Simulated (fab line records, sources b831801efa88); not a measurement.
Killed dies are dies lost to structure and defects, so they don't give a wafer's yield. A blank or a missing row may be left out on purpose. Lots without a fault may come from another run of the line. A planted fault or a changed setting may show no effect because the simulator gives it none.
fab line records | flow sky130
record lots=5 wafers=15 last_day=49
route steps=708 shown LDD_N@251 LDD_P@255 LDD_HVN@267
lots that met no fault: from a run of the same line without faults
start_h: hours from the record's first day to the start of the lot's first wafer shown | wait_h: hours since the lot's step before | " the same as in the row above | L1.1+2: a row that stands for several wafers | - no value, or no start given | * or withheld: withheld | < > ~ a bound
route shown NAME@n: a module of which the file shows steps, and the number in the route of the first | usual: mean/standard deviation of fault-free wafers | same: alike in all rows | chamber/n: place in a boat | sites: the reading at each site | _std_site: their standard deviation | _edge_site: outer sites' mean less inner sites' | radius_mm: how far each site lies from the wafer's centre | mask NAME#n: copy n | behind: the tool/chamber that last shaped the wafer | hold: why the lot was held/for how many hours/how that ended | device: the transistor (n, p or np) that didn't switch | end of line: the same wafers' tests at the end of the route | a step without rows: its recipe alone | killed: dies lost to structure and defects at the first sort, not the wafer's yield | map: a wafer's dies, x killed, . not, _ none there
set.NAME: the setting as run; set.NAME@STEP: as run at that earlier step | model.NAME: the simulator's own value behind a step, which no gauge read
lots at some steps of the route; a table a step, a row a wafer
services: from which hour (start_h, from the record's first day; less than 0 if before it) a tool's chamber was out of use, for how many hours, and why
## steps
# step SKY_LDD_N_IMPLANT_14
# recipe species=BF2 energy_kev=50 dose_cm2=5e+12 tilt_deg=30 rotation_deg=180
# columns lot.wafer tool chamber start_h wait_h
L074.3+4+6 implanter-02 0 397.51 0.1
L083.1+2+3 implanter-04 0 483.91 0.1
L087.1+4+6 implanter-02 0 518.10 0.1
L091.1+2+5 implanter-02 0 553.91 0.1
L095.1+2+6 implanter-04 0 584.91 0.1
# step SKY_LDD_N_IMPLANT_15
# recipe species=BF2 energy_kev=50 dose_cm2=5e+12 tilt_deg=30 rotation_deg=270
# columns lot.wafer tool chamber start_h wait_h
L074.3+4+6 implanter-02 0 397.66 0.1
L083.1+2+3 implanter-04 0 484.06 0.1
L087.1+4+6 implanter-02 0 518.25 0.1
L091.1+2+5 implanter-02 0 554.06 0.1
L095.1+2+6 implanter-04 0 585.06 0.1
# step SKY_LDD_N_STRIP_16
# recipe chemistry=O2/N2 power_w=1400 pressure_mtorr=1500 platen_temp_c=withheld o2_flow_sccm=3000 n2_flow_sccm=300 overash_fraction=0.5
# usual drypump_motor_current_A=5.7/0.39 oes_product_au=0.407/0.0044 strip_time_to_endpoint_s=4.314/0.015
# columns lot.wafer tool chamber start_h wait_h drypump_motor_current_A oes_product_au rf_hours_counter_h strip_time_to_endpoint_s
L074.3 plasma_asher-01 1 397.80 0.1 5.6 0.403 - 4.304
L074.4 " 0 " " 5.1 0.401 - 4.315
L074.6 " 1 " " 5.6 0.407 - 4.321
L083.1 plasma_asher-04 1 484.21 0.1 5.7 0.409 5 4.341
L083.2 " 0 " " 5.5 0.405 5 4.355
L083.3 " 0 " " 5.5 0.402 - 4.323
L087.1 plasma_asher-01 0 518.40 0.1 5.1 0.408 41 4.309
L087.4 " 1 " " 5.6 0.409 - 4.329
L087.6 " 0 " " 5.1 0.411 - 4.340
L091.1 plasma_asher-04 0 554.21 0.1 5.4 0.413 13 4.341
L091.2 " 1 " " 5.7 0.404 13 4.309
L091.5 " 0 " " 5.4 0.406 - 4.333
L095.1 plasma_asher-01 1 585.21 0.1 5.6 0.409 46 4.307
L095.2 " 0 " " 5.1 0.414 46 4.296
L095.6 " 1 " " 5.6 0.417 - 4.308
# step SKY_LDD_N_TW_MEAS_17
# usual LDD_N_TW=2590/13
# columns lot.wafer tool chamber start_h wait_h LDD_N_TW
L074.3 film_metro-02 - 397.88 0.1 2586
L074.4 " - " " 2581
L074.6 " - " " 2585
L083.1 film_metro-01 - 484.31 0.1 2593
L083.2 " - " " 2585
L083.3 " - " " 2598
L087.1 film_metro-02 - 518.50 0.1 2599
L087.4 " - " " 2587
L087.6 " - " " 2584
L091.1 film_metro-04 - 554.31 0.1 2586
L091.2 " - " " 2589
L091.5 " - " " 2582
L095.1 film_metro-02 - 585.31 0.1 2604
L095.2 " - " " 2599
L095.6 " - " " 2612
# step SKY_LDD_P_DEHYDRATE_00
# recipe temp_c=200 time_s=60
# columns lot.wafer tool chamber start_h wait_h
L074.3+4+6 litho_track-03 0 412.37 14.5
L083.1+2+3 litho_track-02 0 499.53 15.2
L087.1+4+6 litho_track-03 0 532.87 14.4
L091.1+2+5 litho_track-04 0 568.88 14.6
L095.1+2+6 litho_track-04 0 599.73 14.4
# step SKY_LDD_P_HMDS_01
# recipe prime_time_s=60 prime_temp_c=120
# same prime_time_s=60
# columns lot.wafer tool chamber start_h wait_h
L074.3+4+6 litho_track-03 0 412.52 0.1
L083.1+2+3 litho_track-02 0 499.68 0.1
L087.1+4+6 litho_track-03 0 533.02 0.1
L091.1+2+5 litho_track-04 0 569.03 0.1
L095.1+2+6 litho_track-04 0 599.88 0.1
# step SKY_LDD_P_COAT_02
# recipe resist=NOVOLAK spin_rpm=3000 resist_thk_nm=1140
# usual dispense_pressure_kPa=53/3.8
# columns lot.wafer tool chamber start_h wait_h dispense_pressure_kPa
L074.3 litho_track-03 0 412.67 0.1 58
L074.4 " 0 " " 58
L074.6 " 0 " " 58
L083.1 litho_track-02 0 499.83 0.1 54
L083.2 " 0 " " 54
L083.3 " 0 " " 54
L087.1 litho_track-03 0 533.17 0.1 58
L087.4 " 0 " " 58
L087.6 " 0 " " 58
L091.1 litho_track-04 0 569.18 0.1 48
L091.2 " 0 " " 48
L091.5 " 0 " " 48
L095.1 litho_track-04 0 600.03 0.1 48
L095.2 " 0 " " 48
L095.6 " 0 " " 48
# step SKY_LDD_P_SOFTBAKE_03
# recipe temp_c=90 time_s=60 resist=NOVOLAK
# columns lot.wafer tool chamber start_h wait_h
L074.3+4+6 litho_track-03 0 412.82 0.1
L083.1+2+3 litho_track-02 0 499.98 0.1
L087.1+4+6 litho_track-03 0 533.32 0.1
L091.1+2+5 litho_track-04 0 569.33 0.1
L095.1+2+6 litho_track-04 0 600.18 0.1
# step SKY_LDD_P_EXPOSE_04
# recipe mask_id=PSDM na=0.6 source_shape=conventional sigma_outer=0.6 polarization=unpolarized target_cd_nm=380 dose_mj=138
# columns lot.wafer tool chamber start_h wait_h mask
L074.3+4+6 iline_stepper-01 0 - - PSDM#0
L083.1+2+3 iline_stepper-02 0 - - PSDM#0
L087.1+4+6 iline_stepper-01 0 - - PSDM#0
L091.1+2+5 iline_stepper-01 0 - - PSDM#0
L095.1+2+6 iline_stepper-01 0 - - PSDM#0
# step SKY_LDD_P_PEB_05
# recipe temp_c=withheld time_s=* resist=NOVOLAK
# columns lot.wafer tool chamber start_h wait_h
L074.3+4+6 litho_track-04 0 - -
L083.1+2+3 litho_track-03 0 - -
L087.1+4+6 litho_track-03 0 - -
L091.1+2+5 litho_track-03 0 - -
L095.1+2+6 litho_track-03 0 - -
# step SKY_LDD_P_DEVELOP_06
# recipe resist=NOVOLAK developer=TMAH develop_time_s=60 dev_temp_c=21.96
# same develop_time_s=60
# columns lot.wafer tool chamber start_h wait_h
L074.3+4+6 litho_track-04 0 427.68 0.1
L083.1+2+3 litho_track-03 0 515.42 0.1
L087.1+4+6 litho_track-03 0 548.62 0.1
L091.1+2+5 litho_track-03 0 584.02 0.1
L095.1+2+6 litho_track-03 0 614.57 0.1
# step SKY_LDD_P_CD_MEAS_07
# recipe target_cd_nm=380
# usual cd_nm=379.6/2.8
# columns lot.wafer tool chamber start_h wait_h cd_nm
L074.3 cd_sem-02 - 427.82 0.1 379.2
L074.4 " - " " 380.3
L074.6 " - " " 377.6
L083.1 cd_sem-01 - 515.57 0.1 378.0
L083.2 " - " " 378.0
L083.3 " - " " 380.4
L087.1 cd_sem-02 - 548.93 0.3 382.0
L087.4 " - " " 379.9
L087.6 " - " " 378.9
L091.1 cd_sem-01 - 584.17 0.1 379.3
L091.2 " - " " 380.0
L091.5 " - " " 379.3
L095.1 cd_sem-01 - 614.72 0.1 375.8
L095.2 " - " " 376.6
L095.6 " - " " 380.5
# step SKY_LDD_P_OVL_MEAS_08
# usual LDD_P_OVL=0.0/1.6
# columns lot.wafer tool chamber start_h wait_h LDD_P_OVL[nm]
L074.3 overlay-02 - 427.91 0.1 -1.8
L074.4 " - " " -2.7
L074.6 " - " " -1.0
L083.1 overlay-01 - 515.69 0.1 0.6
L083.2 " - " " 1.0
L083.3 " - " " 0.0
L087.1 overlay-02 - 549.05 0.1 -1.3
L087.4 " - " " -1.4
L087.6 " - " " 0.6
L091.1 overlay-02 - 584.29 0.1 1.0
L091.2 " - " " 1.2
L091.5 " - " " -1.1
L095.1 overlay-02 - 614.84 0.1 1.6
L095.2 " - " " 0.6
L095.6 " - " " 1.0
# step SKY_LDD_P_IMPLANT_09
# recipe species=BF2 energy_kev=25 dose_cm2=1e+13 tilt_deg=withheld
# columns lot.wafer tool chamber start_h wait_h
L074.3+4+6 implanter-04 0 427.98 0.1
L083.1+2+3 implanter-01 0 515.73 0.0
L087.1+4+6 implanter-01 0 549.09 0.0
L091.1+2+5 implanter-01 0 584.33 0.0
L095.1+2+6 implanter-01 0 614.88 0.0
# step SKY_LDD_P_STRIP_10
# recipe chemistry=O2/N2 power_w=1400 pressure_mtorr=1500 platen_temp_c=withheld o2_flow_sccm=3000 n2_flow_sccm=300 overash_fraction=0.5
# usual drypump_motor_current_A=5.8/0.47 oes_product_au=0.716/0.0045 strip_time_to_endpoint_s=14.18/0.053
# columns lot.wafer tool chamber start_h wait_h drypump_motor_current_A oes_product_au rf_hours_counter_h strip_time_to_endpoint_s
L074.3 plasma_asher-03 0 428.12 0.1 6.2 0.715 - 14.26
L074.4 " 1 " " 5.4 0.710 - 14.21
L074.6 " 1 " " 5.4 0.711 - 14.22
L083.1 plasma_asher-01 1 515.88 0.1 5.6 0.713 40 14.16
L083.2 " 0 " " 5.0 0.719 40 14.17
L083.3 " 1 " " 5.7 0.723 - 14.19
L087.1 plasma_asher-03 0 549.24 0.1 6.3 0.720 86 14.28
L087.4 " 0 " " 6.3 0.718 - 14.20
L087.6 " 0 " " 6.3 0.709 - 14.20
L091.1 plasma_asher-01 1 584.48 0.1 5.6 0.715 45 14.12
L091.2 " 0 " " 5.0 0.712 45 14.09
L091.5 " 0 " " 5.0 0.716 - 14.12
L095.1 plasma_asher-02 0 615.03 0.1 6.4 0.719 77 14.14
L095.2 " 1 " " 5.8 0.713 77 14.14
L095.6 " 0 " " 6.4 0.717 - 14.13
# step SKY_LDD_P_TW_MEAS_11
# usual LDD_P_TW=637/3.9
# columns lot.wafer tool chamber start_h wait_h LDD_P_TW
L074.3 film_metro-01 - 428.20 0.1 638
L074.4 " - " " 638
L074.6 " - " " 641
L083.1 film_metro-01 - 515.98 0.1 640
L083.2 " - " " 635
L083.3 " - " " 639
L087.1 film_metro-02 - 549.34 0.1 636
L087.4 " - " " 638
L087.6 " - " " 640
L091.1 film_metro-03 - 584.58 0.1 643
L091.2 " - " " 639
L091.5 " - " " 643
L095.1 film_metro-02 - 615.13 0.1 634
L095.2 " - " " 634
L095.6 " - " " 636
# step SKY_LDD_HVN_DEHYDRATE_00
# recipe temp_c=200 time_s=60
# columns lot.wafer tool chamber start_h wait_h
L074.3+4+6 litho_track-01 0 443.02 14.8
L083.1+2+3 litho_track-04 0 529.88 13.9
L087.1+4+6 litho_track-01 0 563.67 14.3
L091.1+2+5 litho_track-04 0 598.83 14.2
L095.1+2+6 litho_track-03 0 628.87 13.7
## services
# columns tool chamber start_h hours kind
iline_stepper-01 - 410.79 1.7 pm
plasma_asher-04 - 421.25 9.0 pm
plasma_asher-04 0 421.25 9.0 vent_cycle
plasma_asher-04 1 421.25 9.0 vent_cycle
plasma_asher-04 0 430.25 - clean
plasma_asher-04 1 430.25 - clean
implanter-02 - 448.95 5.7 repair
implanter-01 - 455.06 3.6 repair
iline_stepper-02 - 464.15 1.7 pm
plasma_asher-01 - 464.44 0.6 repair
implanter-01 - 482.03 4.4 repair
iline_stepper-02 - 482.10 5.3 repair
iline_stepper-02 - 487.35 2.1 pm
plasma_asher-02 - 490.29 15.6 pm
implanter-01 - 490.61 1.2 repair
iline_stepper-01 - 498.53 8.9 pm
iline_stepper-02 - 518.93 9.0 repair
plasma_asher-02 - 519.09 1.8 repair
plasma_asher-01 - 560.41 15.6 pm
implanter-02 - 576.13 3.9 pm
implanter-04 - 593.15 2.9 repair
plasma_asher-01 - 604.06 14.6 pm
implanter-04 - 627.84 2.3 repair
iline_stepper-01 - 628.99 1.7 pm
## key
fault none
